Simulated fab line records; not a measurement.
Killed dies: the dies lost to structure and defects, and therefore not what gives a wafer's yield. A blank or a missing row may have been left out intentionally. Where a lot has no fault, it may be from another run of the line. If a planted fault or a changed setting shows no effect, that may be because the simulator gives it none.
fab line records ; flow sky130
record: lots: 12; wafers: 36; last-day: 51
route steps=708 shown SD_P@324 RES_XHIGH@340 SD_N@353
lots untouched by any fault: they come from a run of this same line in which no faults occurred
start-h: start of the lot's first displayed wafer, in hours after the record's first day ; wait-h: hours elapsed since this lot's preceding step ; " same as the row above ; L1.1+2: a single row standing in for several wafers ; - value missing, or start not given ; * or withheld: withheld ; < > ~ a bound
route shown NAME@n: NAME is a module with steps in the file, n the number in the route of the first one ; usual: mean and standard deviation over wafers with no fault ; same: alike in all rows ; chamber/n: place in a boat ; sites: each site's reading ; _std_site: the values' standard deviation ; _edge_site: mean of outer sites minus mean of inner sites ; radius-mm: for every site, how far away it sits from the centre of the wafer ; mask NAME#n: copy n ; behind: the last tool/chamber to shape the wafer ; hold: what put the lot on hold/how long, in hours/how the hold closed ; device: the transistor (n, p or np) that didn't switch ; end of line: tests run on the same wafers once the route is complete ; for a step that has no rows: nothing shown but its recipe ; killed: dies that structure and defects cost at the first sort, which is not the same as the wafer's yield ; map: a wafer's dies, marking killed ones x, the rest . and places with no die _
set.NAME: the setting the step ran with; set.NAME@STEP: the setting that earlier step ran with ; model.NAME: the simulator's own value behind a step, which no gauge read
route steps across a sampled set of lots; one table per step, one row per wafer
services: the hour from which a tool's chamber was out of use, counted from the record's first day as start-h (under 0 if before that day), plus the number of hours and why
== steps ==
step: SKY_SD_P_EXPOSE_04
recipe: mask-id: PSDM; na: 0.6; source-shape: conventional; sigma-outer: 0.6; polarization: unpolarized; target-cd-nm: 380; dose-mj: 138
lot.wafer;tool;chamber;start-h;wait-h;mask
L138.1+2+4;iline-stepper-01;0;569.82;-;PSDM#0
L140.1+2+4;iline-stepper-02;0;598.88;-;PSDM#0
L141.3+4+5;iline-stepper-02;0;616.51;-;PSDM#0
L143.1+3+4;iline-stepper-02;0;619.07;-;PSDM#0
L144.2+3+6;iline-stepper-02;0;634.89;-;PSDM#0
L145.3+4+5;iline-stepper-02;0;648.24;-;PSDM#0
L147.2+3+4;iline-stepper-01;0;664.62;-;PSDM#0
L149.1+2+5;iline-stepper-02;0;672.95;-;PSDM#0
L150.1+2+6;iline-stepper-02;0;682.92;-;PSDM#0
L152.3+4+6;iline-stepper-02;0;714.79;-;PSDM#0
L158.2+4+6;iline-stepper-01;0;763.17;-;PSDM#0
L161.2+4+5;iline-stepper-01;0;773.97;-;PSDM#0
step: SKY_SD_P_CD_MEAS_07
recipe: target-cd-nm: 380
usual: cd-nm: 379.1/2.7
lot.wafer;tool;chamber;start-h;wait-h;hold;cd-nm
L138.1;cd-sem-01;-;583.92;0.1;-;377.5
L138.2;cd-sem-01;-;583.92;0.1;-;377.9
L138.4;cd-sem-01;-;583.92;0.1;-;379.8
L140.1;cd-sem-02;-;613.45;0.2;-;380.9
L140.2;cd-sem-02;-;613.45;0.2;-;382.0
L140.4;cd-sem-02;-;613.45;0.2;-;380.0
L141.3;cd-sem-01;-;631.51;0.1;-;378.9
L141.4;cd-sem-01;-;631.51;0.1;-;380.0
L141.5;cd-sem-01;-;631.51;0.1;-;380.2
L143.1;cd-sem-02;-;633.53;0.1;-;378.6
L143.3;cd-sem-02;-;633.53;0.1;-;376.8
L143.4;cd-sem-02;-;633.53;0.1;-;374.9
L144.2;cd-sem-02;-;649.95;0.1;-;386.0
L144.3;cd-sem-02;-;649.95;0.1;-;382.4
L144.6;cd-sem-02;-;649.95;0.1;-;383.2
L145.3;cd-sem-02;-;662.67;0.1;-;378.9
L145.4;cd-sem-02;-;662.67;0.1;-;383.2
L145.5;cd-sem-02;-;662.67;0.1;-;381.4
L147.2;cd-sem-02;-;679.55;0.1;-;375.4
L147.3;cd-sem-02;-;679.55;0.1;-;375.7
L147.4;cd-sem-02;-;679.55;0.1;-;374.9
L149.1;cd-sem-02;-;687.03;0.1;-;381.6
L149.2;cd-sem-02;-;687.03;0.1;-;380.9
L149.5;cd-sem-02;-;687.03;0.1;-;382.8
L150.1;cd-sem-01;-;696.10;0.2;await-dispo/0.2h/release;367.6
L150.2;cd-sem-01;-;696.10;0.2;await-dispo/0.2h/release;378.4
L150.6;cd-sem-01;-;696.10;0.2;await-dispo/0.2h/release;377.7
L150.1;cd-sem-01;-;696.38;0.3;-;367.3
L150.2;cd-sem-01;-;696.38;0.3;-;378.4
L150.6;cd-sem-01;-;696.38;0.3;-;377.5
L152.3;cd-sem-01;-;727.72;0.1;await-dispo/0.2h/release;370.2
L152.4;cd-sem-01;-;727.72;0.1;await-dispo/0.2h/release;369.3
L152.6;cd-sem-01;-;727.72;0.1;await-dispo/0.2h/release;379.2
L152.3;cd-sem-01;-;728.00;0.3;-;370.5
L152.4;cd-sem-01;-;728.00;0.3;-;369.2
L152.6;cd-sem-01;-;728.00;0.3;-;379.2
L158.2;cd-sem-02;-;776.50;0.1;-;379.4
L158.4;cd-sem-02;-;776.50;0.1;-;376.0
L158.6;cd-sem-02;-;776.50;0.1;-;377.2
L161.2;cd-sem-01;-;787.30;0.1;-;376.6
L161.4;cd-sem-01;-;787.30;0.1;-;377.9
L161.5;cd-sem-01;-;787.30;0.1;-;375.7
step: SKY_RES_XHIGH_STRIP_08
recipe: chemistry: O2/N2; power-w: 1400; pressure-mtorr: 1500; platen-temp-c: withheld; o2-flow-sccm: 3000; n2-flow-sccm: 300; overash-fraction: 0.5
usual: drypump-motor-current-A: 5.5/0.49; oes-product-au: 0.711/0.0046; strip-time-to-endpoint-s: 14.27/0.035
lot.wafer;tool;chamber;start-h;wait-h;drypump-motor-current-A;oes-product-au;rf-hours-counter-h;strip-time-to-endpoint-s
L138.1;plasma-asher-04;0;614.27;0.1;5.2;0.713;19;14.26
L138.2;plasma-asher-04;1;614.27;0.1;4.9;0.708;19;14.29
L138.4;plasma-asher-04;1;614.27;0.1;4.9;0.711;-;14.22
L140.1;plasma-asher-03;1;642.88;0.1;5.8;0.709;93;14.27
L140.2;plasma-asher-03;0;642.88;0.1;6.3;0.703;93;14.32
L140.4;plasma-asher-03;0;642.88;0.1;6.3;0.712;-;14.26
L141.3;plasma-asher-03;0;660.92;0.1;6.3;0.711;-;14.27
L141.4;plasma-asher-03;1;660.92;0.1;5.8;0.709;-;14.31
L141.5;plasma-asher-03;1;660.92;0.1;5.8;0.704;-;14.28
L143.1;plasma-asher-04;0;664.15;0.1;5.2;0.714;22;14.21
L143.3;plasma-asher-04;1;664.15;0.1;4.9;0.707;-;14.25
L143.4;plasma-asher-04;0;664.15;0.1;5.2;0.709;-;14.27
L144.2;plasma-asher-03;1;679.82;0.1;5.8;0.707;96;14.30
L144.3;plasma-asher-03;0;679.82;0.1;6.4;0.710;-;14.28
L144.6;plasma-asher-03;0;679.82;0.1;6.4;0.714;-;14.29
L145.3;plasma-asher-04;0;691.92;0.1;5.2;0.701;-;14.20
L145.4;plasma-asher-04;1;691.92;0.1;4.9;0.710;-;14.21
L145.5;plasma-asher-04;0;691.92;0.1;5.2;0.712;-;14.23
L147.2;plasma-asher-02;1;708.63;0.1;5.6;0.719;59;14.30
L147.3;plasma-asher-02;1;708.63;0.1;5.6;0.712;-;14.32
L147.4;plasma-asher-02;0;708.63;0.1;5.1;0.711;-;14.30
L149.1;plasma-asher-02;0;716.07;0.1;5.1;0.712;60;14.25
L149.2;plasma-asher-02;1;716.07;0.1;5.6;0.714;60;14.23
L149.5;plasma-asher-02;1;716.07;0.1;5.6;0.713;-;14.30
L150.1;plasma-asher-04;0;724.95;0.1;5.2;0.719;28;14.30
L150.2;plasma-asher-04;1;724.95;0.1;4.9;0.719;28;14.31
L150.6;plasma-asher-04;0;724.95;0.1;5.1;0.713;-;14.30
L152.3;plasma-asher-02;1;755.72;0.1;5.6;0.717;-;14.34
L152.4;plasma-asher-02;0;755.72;0.1;5.1;0.708;-;14.34
L152.6;plasma-asher-02;0;755.72;0.1;5.1;0.712;-;14.31
L158.2;plasma-asher-03;1;803.83;0.1;5.8;0.708;6;14.29
L158.4;plasma-asher-03;0;803.83;0.1;6.4;0.713;-;14.29
L158.6;plasma-asher-03;1;803.83;0.1;5.8;0.706;-;14.32
L161.2;plasma-asher-03;1;814.58;0.1;5.8;0.712;7;14.25
L161.4;plasma-asher-03;1;814.58;0.1;5.8;0.709;-;14.23
L161.5;plasma-asher-03;1;814.58;0.1;5.8;0.714;-;14.23
step: SKY_SD_N_STRIP_11
recipe: chemistry: O2/N2; power-w: 1400; pressure-mtorr: 1500; platen-temp-c: withheld; o2-flow-sccm: 3000; n2-flow-sccm: 300; overash-fraction: 0.5
usual: drypump-motor-current-A: 5.3/0.33; oes-product-au: 0.527/0.0048; strip-time-to-endpoint-s: 22.56/0.04
lot.wafer;tool;chamber;start-h;wait-h;drypump-motor-current-A;oes-product-au;rf-hours-counter-h;strip-time-to-endpoint-s
L138.1;plasma-asher-02;0;644.01;0.1;5.1;0.521;53;22.54
L138.2;plasma-asher-02;1;644.01;0.1;5.6;0.532;53;22.58
L138.4;plasma-asher-02;1;644.01;0.1;5.6;0.527;-;22.53
L140.1;plasma-asher-04;0;672.53;0.1;5.2;0.522;23;22.60
L140.2;plasma-asher-04;1;672.53;0.1;4.9;0.532;23;22.60
L140.4;plasma-asher-04;0;672.53;0.1;5.2;0.528;-;22.58
L141.3;plasma-asher-02;0;689.24;0.1;5.1;0.517;-;22.61
L141.4;plasma-asher-02;1;689.24;0.1;5.6;0.523;-;22.61
L141.5;plasma-asher-02;0;689.24;0.1;5.1;0.534;-;22.59
L143.1;plasma-asher-01;0;693.33;0.1;5.6;0.535;88;22.52
L143.3;plasma-asher-01;1;693.33;0.1;4.8;0.532;-;22.53
L143.4;plasma-asher-01;0;693.33;0.1;5.6;0.533;-;22.54
L144.2;plasma-asher-02;1;708.88;0.1;5.6;0.528;59;22.51
L144.3;plasma-asher-02;0;708.88;0.1;5.1;0.531;-;22.52
L144.6;plasma-asher-02;1;708.88;0.1;5.6;0.525;-;22.52
L145.3;plasma-asher-01;0;719.81;0.1;5.7;0.526;-;22.55
L145.4;plasma-asher-01;1;719.81;0.1;4.8;0.522;-;22.51
L145.5;plasma-asher-01;0;719.81;0.1;5.7;0.530;-;22.54
L147.2;plasma-asher-04;1;736.51;0.1;4.9;0.526;29;22.58
L147.3;plasma-asher-04;1;736.51;0.1;4.8;0.525;-;22.59
L147.4;plasma-asher-04;0;736.51;0.1;5.2;0.525;-;22.57
L149.1;plasma-asher-02;1;743.73;0.1;5.6;0.531;63;22.56
L149.2;plasma-asher-02;0;743.73;0.1;5.1;0.524;63;22.52
L149.5;plasma-asher-02;1;743.73;0.1;5.6;0.522;-;22.57
L150.1;plasma-asher-01;0;753.26;0.1;5.7;0.526;94;22.54
L150.2;plasma-asher-01;1;753.26;0.1;4.8;0.527;94;22.56
L150.6;plasma-asher-01;0;753.26;0.1;5.7;0.528;-;22.54
L152.3;plasma-asher-04;1;783.27;0.1;4.9;0.527;-;22.51
L152.4;plasma-asher-04;0;783.27;0.1;5.2;0.530;-;22.55
L152.6;plasma-asher-04;0;783.27;0.1;5.2;0.532;-;22.53
L158.2;plasma-asher-01;1;830.23;0.1;4.8;0.532;102;22.50
L158.4;plasma-asher-01;0;830.23;0.1;5.7;0.532;-;22.53
L158.6;plasma-asher-01;1;830.23;0.1;4.8;0.517;-;22.48
L161.2;plasma-asher-02;0;841.19;0.1;5.1;0.526;72;22.58
L161.4;plasma-asher-02;1;841.19;0.1;5.6;0.533;-;22.55
L161.5;plasma-asher-02;0;841.19;0.1;5.1;0.519;-;22.58
step: SKY_SD_N_RS_MEAS_16
recipe: thk-meas-gauge: four-point-probe
usual: SD_N_RS: 68.54/0.13
lot.wafer;tool;chamber;start-h;wait-h;SD_N_RS[ohm/sq]
L138.1;film-metro-02;-;644.42;0.1;68.56
L138.2;film-metro-02;-;644.42;0.1;68.43
L138.4;film-metro-02;-;644.42;0.1;68.57
L140.1;film-metro-04;-;672.92;0.1;68.59
L140.2;film-metro-04;-;672.92;0.1;68.50
L140.4;film-metro-04;-;672.92;0.1;68.84
L141.3;film-metro-02;-;689.63;0.1;68.27
L141.4;film-metro-02;-;689.63;0.1;68.26
L141.5;film-metro-02;-;689.63;0.1;68.34
L143.1;film-metro-04;-;693.71;0.1;68.68
L143.3;film-metro-04;-;693.71;0.1;68.70
L143.4;film-metro-04;-;693.71;0.1;68.61
L144.2;film-metro-04;-;709.28;0.1;68.52
L144.3;film-metro-04;-;709.28;0.1;68.71
L144.6;film-metro-04;-;709.28;0.1;68.53
L145.3;film-metro-01;-;720.20;0.1;68.66
L145.4;film-metro-01;-;720.20;0.1;68.47
L145.5;film-metro-01;-;720.20;0.1;68.61
L147.2;film-metro-02;-;736.92;0.1;68.49
L147.3;film-metro-02;-;736.92;0.1;68.50
L147.4;film-metro-02;-;736.92;0.1;68.39
L149.1;film-metro-01;-;744.12;0.1;68.68
L149.2;film-metro-01;-;744.12;0.1;68.65
L149.5;film-metro-01;-;744.12;0.1;68.90
L150.1;film-metro-04;-;753.65;0.1;68.86
L150.2;film-metro-04;-;753.65;0.1;68.73
L150.6;film-metro-04;-;753.65;0.1;68.67
L152.3;film-metro-02;-;783.66;0.1;68.46
L152.4;film-metro-02;-;783.66;0.1;68.31
L152.6;film-metro-02;-;783.66;0.1;68.45
L158.2;film-metro-01;-;830.64;0.1;68.68
L158.4;film-metro-01;-;830.64;0.1;68.43
L158.6;film-metro-01;-;830.64;0.1;68.62
L161.2;film-metro-04;-;841.60;0.1;68.55
L161.4;film-metro-04;-;841.60;0.1;68.46
L161.5;film-metro-04;-;841.60;0.1;68.63
== services ==
tool;chamber;start-h;hours;kind
plasma-asher-04;-;555.30;6.8;repair
iline-stepper-01;-;558.23;1.0;repair
iline-stepper-02;-;607.39;4.4;pm
iline-stepper-01;-;615.74;5.7;repair
plasma-asher-04;-;636.08;14.6;pm
iline-stepper-02;-;655.09;1.7;pm
iline-stepper-02;-;662.99;1.0;repair
iline-stepper-01;0;664.19;-;calibration
plasma-asher-04;-;681.00;2.8;pm
iline-stepper-01;-;681.80;1.7;pm
plasma-asher-03;-;693.75;2.8;repair
plasma-asher-02;-;712.92;1.5;repair
plasma-asher-03;-;733.75;9.0;pm
plasma-asher-03;0;733.75;9.0;vent-cycle
plasma-asher-03;1;733.75;9.0;vent-cycle
iline-stepper-02;0;739.57;-;calibration
plasma-asher-03;0;742.75;-;clean
plasma-asher-03;1;742.75;-;clean
iline-stepper-01;-;812.34;4.4;pm
iline-stepper-02;-;830.63;4.1;repair
== key ==
first-sign: step: SKY_SD_P_CD_MEAS_07; reading: visit; direction: added
effect: step: SKY_SD_P_CD_MEAS_07; reading: cd-nm; direction: down; sigmas: 3.7; usual: 379.1; struck: 369.1
met-at SKY_SD_P_EXPOSE_04
struck-lots L150,L152
struck-wafers L150.1,L152.3,L152.4
tester-left-out L150,L152
not-acting-at SKY_RES_XHIGH_STRIP_08,SKY_SD_N_STRIP_11,SKY_SD_N_RS_MEAS_16
onset-between 672.95 682.92
fault: kind: process-parameter-drift; tool: iline-stepper-02; chamber: -; onset-h: 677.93; steps: SKY_SD_P_EXPOSE_04; channel: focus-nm; offset: 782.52; shape: step; end-h: 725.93; scope: struck-wafers-only
tester-left-out: of these lots the tester's yield and bins aren't shown, on N5 and GAA mostly nor the transistor test; their killed dies are dies lost to structure and defects alone, not to doping, threshold or leakage, so they don't give the yield
